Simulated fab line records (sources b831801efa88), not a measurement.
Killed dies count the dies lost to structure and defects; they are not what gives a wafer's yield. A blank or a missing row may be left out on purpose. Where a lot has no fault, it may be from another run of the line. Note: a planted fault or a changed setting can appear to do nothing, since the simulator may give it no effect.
What tool caused it? | flow sky130 | Sampling: 14 lots, 42 wafers, 4 of 708 route steps

WHAT THE GAUGES SHOWED, per wafer
The record lacks any reading of a measuring or inspecting step that a usual standard deviation could be used to judge.

WHAT TOOL EACH LOT RAN ON (gives the tool, then ch and the chambers of the sampled wafers, and finally the start)
lot  | SKY_METAL1_DESCUM_17             | SKY_VIA1_STRIP_16                   | SKY_METAL2_SPUTTER_04       | SKY_METAL2_STRIP_20
L312 | rieMetal-03 ch 0,1, day 34 15:06 | plasmaAsher-01 ch 0,1, day 35 19:11 | pvdSputter-04, day 35 20:31 | plasmaAsher-04 ch 0,1, day 36 23:58
L310 | rieMetal-01 ch 0,1, day 34 16:32 | plasmaAsher-02 ch 0,1, day 35 21:10 | pvdSputter-03, day 35 22:37 | plasmaAsher-04 ch 0,1, day 37 01:58
L313 | rieMetal-03 ch 0,1, day 35 08:22 | plasmaAsher-02 ch 0,1, day 36 12:47 | pvdSputter-03, day 36 14:06 | plasmaAsher-04 ch 0,1, day 37 16:28
L316 | rieMetal-04 ch 0,1, day 35 18:27 | plasmaAsher-02 ch 0,1, day 36 23:21 | pvdSputter-01, day 37 00:40 | plasmaAsher-01 ch 0,1, day 38 03:28
L315 | rieMetal-01 ch 0,1, day 35 20:05 | plasmaAsher-02 ch 1, day 37 00:21   | pvdSputter-04, day 37 01:40 | plasmaAsher-01 ch 0,1, day 38 04:46
L317 | rieMetal-04 ch 0,1, day 36 12:38 | plasmaAsher-03 ch 0,1, day 37 16:02 | pvdSputter-03, day 37 17:23 | plasmaAsher-02 ch 0,1, day 38 20:30
L318 | rieMetal-03 ch 0, day 36 17:04   | plasmaAsher-01 ch 0,1, day 37 21:25 | pvdSputter-01, day 37 22:46 | plasmaAsher-02 ch 0,1, day 39 01:52
L320 | rieMetal-04 ch 0, day 37 05:50   | plasmaAsher-01 ch 0,1, day 38 10:11 | pvdSputter-04, day 38 11:31 | plasmaAsher-01 ch 1, day 39 13:28
L323 | rieMetal-03 ch 0,1, day 38 01:33 | plasmaAsher-03 ch 0,1, day 39 05:00 | pvdSputter-04, day 39 06:17 | plasmaAsher-01 ch 0,1, day 40 08:01
L325 | rieMetal-04 ch 0,1, day 38 16:57 | plasmaAsher-01 ch 0,1, day 39 19:33 | pvdSputter-01, day 39 20:50 | plasmaAsher-02 ch 0,1, day 40 22:25
L327 | rieMetal-04 ch 0,1, day 39 02:56 | plasmaAsher-02 ch 0,1, day 40 06:32 | pvdSputter-03, day 40 07:50 | plasmaAsher-01 ch 0,1, day 41 08:16
L328 | rieMetal-03 ch 0,1, day 39 04:05 | plasmaAsher-03 ch 0,1, day 40 06:53 | pvdSputter-01, day 40 08:26 | plasmaAsher-01 ch 0,1, day 41 09:19
L330 | rieMetal-01 ch 0, day 40 01:01   | plasmaAsher-02 ch 0,1, day 41 03:44 | pvdSputter-01, day 41 05:04 | plasmaAsher-01 ch 0,1, day 42 06:16
L332 | rieMetal-03 ch 0,1, day 40 18:08 | plasmaAsher-01 ch 0,1, day 41 20:48 | pvdSputter-03, day 41 22:09 | plasmaAsher-01 ch 0,1, day 42 22:16
- SKY_METAL1_DESCUM_17: chemistry O2, time 8 s.
- SKY_VIA1_STRIP_16: strips in O2/N2.
- SKY_METAL2_SPUTTER_04: material TiN, target thk 70 nm, time 58.3 s.
- SKY_METAL2_STRIP_20: strips in O2/N2.

AS READ BY THE TOOLS THEMSELVES (means over the sampled wafers that have a number; for cases with no such wafer, the mark the record gives instead)
SKY_METAL1_DESCUM_17.
lot  | tool        | chamberPressureMTorr (mTorr) | drypumpMotorCurrentA (A) | oesProductAu (a.u.)
L312 | rieMetal-03 | 9.992                        | 5.4                      | 1.010
L310 | rieMetal-01 | 10.000                       | 5.6                      | 0.978
L313 | rieMetal-03 | 9.997                        | 5.2                      | 1.007
L316 | rieMetal-04 | 10.003                       | 5.4                      | 0.990
L315 | rieMetal-01 | 10.005                       | 5.4                      | 0.991
L317 | rieMetal-04 | 9.999                        | 5.4                      | 1.005
L318 | rieMetal-03 | 9.999                        | 5.0                      | 0.992
L320 | rieMetal-04 | 9.999                        | 5.2                      | 1.000
L323 | rieMetal-03 | 9.996                        | 5.4                      | 1.008
L325 | rieMetal-04 | 10.008                       | 5.6                      | 0.995
L327 | rieMetal-04 | 10.003                       | 5.4                      | 1.001
L328 | rieMetal-03 | 9.996                        | 5.2                      | 0.996
L330 | rieMetal-01 | 10.000                       | 5.7                      | 0.984
L332 | rieMetal-03 | 9.993                        | 5.4                      | 1.015

SKY_VIA1_STRIP_16.
lot  | tool           | chamberPressureMTorr (mTorr) | drypumpMotorCurrentA (A) | n2FlowSccm (sccm) | oesProductAu (a.u.) | stripTimeToEndpointS (s)
L312 | plasmaAsher-01 | 1500.8                       | 5.6                      | 299.8             | 0.418               | 4.457
L310 | plasmaAsher-02 | 1499.2                       | 5.2                      | 300.5             | 0.418               | 4.455
L313 | plasmaAsher-02 | 1500.7                       | 5.2                      | 299.8             | 0.414               | 4.430
L316 | plasmaAsher-02 | 1500.4                       | 5.2                      | 299.8             | 0.418               | 4.471
L315 | plasmaAsher-02 | 1498.3                       | 5.2                      | 299.5             | 0.420               | 4.483
L317 | plasmaAsher-03 | 1501.4                       | 6.0                      | 300.2             | 0.419               | 4.453
L318 | plasmaAsher-01 | 1499.8                       | 5.6                      | 299.5             | 0.416               | 4.485
L320 | plasmaAsher-01 | 1499.6                       | 5.6                      | 300.4             | 0.417               | 4.457
L323 | plasmaAsher-03 | 1499.9                       | 6.1                      | 300.3             | 0.416               | 4.469
L325 | plasmaAsher-01 | 1500.1                       | 6.0                      | 300.5             | 0.414               | 4.444
L327 | plasmaAsher-02 | 1500.4                       | 5.2                      | 299.0             | 0.416               | 4.450
L328 | plasmaAsher-03 | 1500.9                       | 6.1                      | 299.4             | 0.415               | 4.464
L330 | plasmaAsher-02 | 1500.1                       | 5.2                      | 300.3             | 0.415               | 4.463
L332 | plasmaAsher-01 | 1498.5                       | 5.6                      | 301.0             | 0.417               | 4.464

SKY_METAL2_SPUTTER_04.
lot  | tool          | throttleValvePct (%)
L312 | pvdSputter-04 | 29.8
L310 | pvdSputter-03 | 29.4
L313 | pvdSputter-03 | 29.4
L316 | pvdSputter-01 | 30.4
L315 | pvdSputter-04 | 29.7
L317 | pvdSputter-03 | 29.0
L318 | pvdSputter-01 | 30.5
L320 | pvdSputter-04 | 29.6
L323 | pvdSputter-04 | 29.9
L325 | pvdSputter-01 | 31.2
L327 | pvdSputter-03 | 29.6
L328 | pvdSputter-01 | 31.2
L330 | pvdSputter-01 | 30.8
L332 | pvdSputter-03 | 29.4

SKY_METAL2_STRIP_20.
lot  | tool           | chamberPressureMTorr (mTorr) | drypumpMotorCurrentA (A) | n2FlowSccm (sccm) | oesProductAu (a.u.) | stripTimeToEndpointS (s)
L312 | plasmaAsher-04 | 1500.2                       | 6.1                      | 299.6             | 0.340               | 2.73
L310 | plasmaAsher-04 | 1498.9                       | 6.3                      | 299.9             | 0.348               | 2.78
L313 | plasmaAsher-04 | 1500.1                       | 6.1                      | 300.2             | 0.345               | 2.68
L316 | plasmaAsher-01 | 1501.0                       | 5.7                      | 300.0             | 0.342               | 2.72
L315 | plasmaAsher-01 | 1500.1                       | 5.7                      | 300.3             | 0.337               | 2.61
L317 | plasmaAsher-02 | 1500.6                       | 5.2                      | 299.6             | 0.339               | 2.65
L318 | plasmaAsher-02 | 1499.8                       | 5.2                      | 300.1             | 0.349               | 2.75
L320 | plasmaAsher-01 | 1499.7                       | 6.4                      | 300.4             | 0.346               | 2.77
L323 | plasmaAsher-01 | 1499.6                       | 6.0                      | 299.7             | 0.336               | 2.64
L325 | plasmaAsher-02 | 1499.5                       | 5.2                      | 299.6             | 0.346               | 2.73
L327 | plasmaAsher-01 | -                            | -                        | -                 | -                   | -
L328 | plasmaAsher-01 | -                            | -                        | -                 | -                   | -
L330 | plasmaAsher-01 | 1499.2                       | 5.6                      | 299.2             | 0.346               | 2.83
L332 | plasmaAsher-01 | 1499.1                       | 5.6                      | 299.2             | 0.350               | 2.77

THE ANSWER, worked out from the rows above alone
Rule: the lots themselves supply what counts as usual. The widest of any qualifying gaps counts: lots, ordered by their means at a reading, are off when they make up no more than a third of the lots, leave a main group of 4 or more, and stand apart from it by 3 or more times the standard deviation of that group's means. Not used: any main group whose means are identical at the precision the tables above print for the reading. A lot without any number at a reading at which 4 lots or more have one is off too. The other lots that the step has rows for count as sound. The gauges are gone through in route order, then the tools' own readings, and for those a lot's mean is taken as printed above. The first step at which some lot is off is used, and at that step the reading that is off furthest; a lot without a number counts as furthest.
Off at SKY_METAL2_STRIP_20 (chamberPressureMTorr): L327, L328. Without a number there: L327, L328. Mean 1499.8 mTorr and standard deviation 0.59 in the main group.
A tool fits if, at that step or a process step before it, it ran every lot that is off, and no sound lot after the first of them. No candidate that was tried fits.

WHAT HAD BEEN PUT IN BY THE SIMULATOR
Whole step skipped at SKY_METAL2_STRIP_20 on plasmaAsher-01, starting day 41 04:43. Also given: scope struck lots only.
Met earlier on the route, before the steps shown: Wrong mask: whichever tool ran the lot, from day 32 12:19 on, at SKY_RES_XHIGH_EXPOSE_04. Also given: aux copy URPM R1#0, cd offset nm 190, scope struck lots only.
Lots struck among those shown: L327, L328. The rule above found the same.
